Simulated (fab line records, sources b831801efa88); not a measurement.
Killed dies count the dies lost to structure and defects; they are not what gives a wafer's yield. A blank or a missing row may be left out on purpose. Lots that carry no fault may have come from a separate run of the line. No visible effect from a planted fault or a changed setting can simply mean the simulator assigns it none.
Matching of chambers ; flow gf180mcu ; GF_V3_CMP_04 on cmp-01: 4 sister chambers
The step polishes SiO2. 24 wafers are shown with their chamber, then 12 later ones without.

## EACH WAFER AND ITS CHAMBER
wafer;chamber;motor-current-A (A);time-to-endpoint-s (s);slurry-filter-dp-kPa (kPa)
L076.1;1;12.0;76;13.50
L076.4;3;13.7;86;13.48
L076.5;2;11.2;87;13.57
L078.3;2;10.0;82;13.60
L078.4;1;12.1;84;13.37
L078.6;2;10.8;87;13.49
L079.1;3;13.8;90;13.73
L079.3;2;10.5;86;13.50
L079.6;1;12.6;87;13.63
L080.3;2;10.9;81;13.35
L080.4;3;12.9;89;13.54
L080.6;2;10.4;77;13.62
L082.1;2;10.2;76;13.46
L082.4;0;13.9;72;13.39
L082.6;2;10.3;89;13.43
L083.3;0;13.4;75;13.34
L083.4;1;12.8;74;13.35
L083.5;1;12.3;91;13.50
L085.2;3;13.7;89;13.44
L085.4;0;13.8;78;13.32
L085.6;0;13.1;70;13.52
L087.3;2;10.0;89;13.60
L087.4;0;13.5;82;13.52
L087.6;1;12.0;87;13.53

SIGNATURES (averages over the wafers above)
reading;chamber 0;chamber 1;chamber 2;chamber 3;scatter within a chamber
motor-current-A;13.540;12.300;10.478;13.525;0.379
time-to-endpoint-s;75.40;83.17;83.78;88.50;5.12
slurry-filter-dp-kPa;13.4180;13.4800;13.5133;13.5475;0.102
Rule: a wafer's distance from a chamber is the root of the sum, over the readings, of the square of ((its reading less the chamber's mean) divided by the reading's scatter). The wafer belongs to the nearest chamber; if the next one is less than 2 further off, it can't be placed. The scatter: take each reading less its chamber's mean, square it, sum over the shown wafers, divide by the number of wafers less the number of chambers, and take the root.

## WAFERS WHOSE CHAMBER IS MISSING
wafer;motor-current-A (A);time-to-endpoint-s (s);slurry-filter-dp-kPa (kPa)
L089.2;10.2;92;13.67
L089.3;13.5;92;13.47
L089.5;13.1;79;13.38
L090.3;13.8;78;13.35
L090.4;13.0;81;13.64
L090.6;13.2;72;13.45
L095.1;13.5;88;13.50
L095.2;12.7;81;13.61
L095.3;13.1;78;13.70
L097.1;13.9;93;13.68
L097.2;12.2;92;13.70
L097.4;13.2;88;13.64

## CHAMBER TAKEN BY EACH
wafer;from the rows above;in truth
L089.2;2;2
L089.3;3;3
L089.5;can't be placed: 0 or 1 or 3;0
L090.3;can't be placed: 0 or 3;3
L090.4;can't be placed: 3 or 1 or 0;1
L090.6;0;0
L095.1;3;3
L095.2;can't be placed: 1 or 3 or 0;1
L095.3;can't be placed: 3 or 0 or 1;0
L097.1;3;3
L097.2;can't be placed: 1 or 3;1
L097.4;can't be placed: 3 or 1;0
Correct placement for 5 of the 12. From these rows, 7 cannot be placed; in 6 the true chamber is one of the candidates. Wrongly placed: 0.
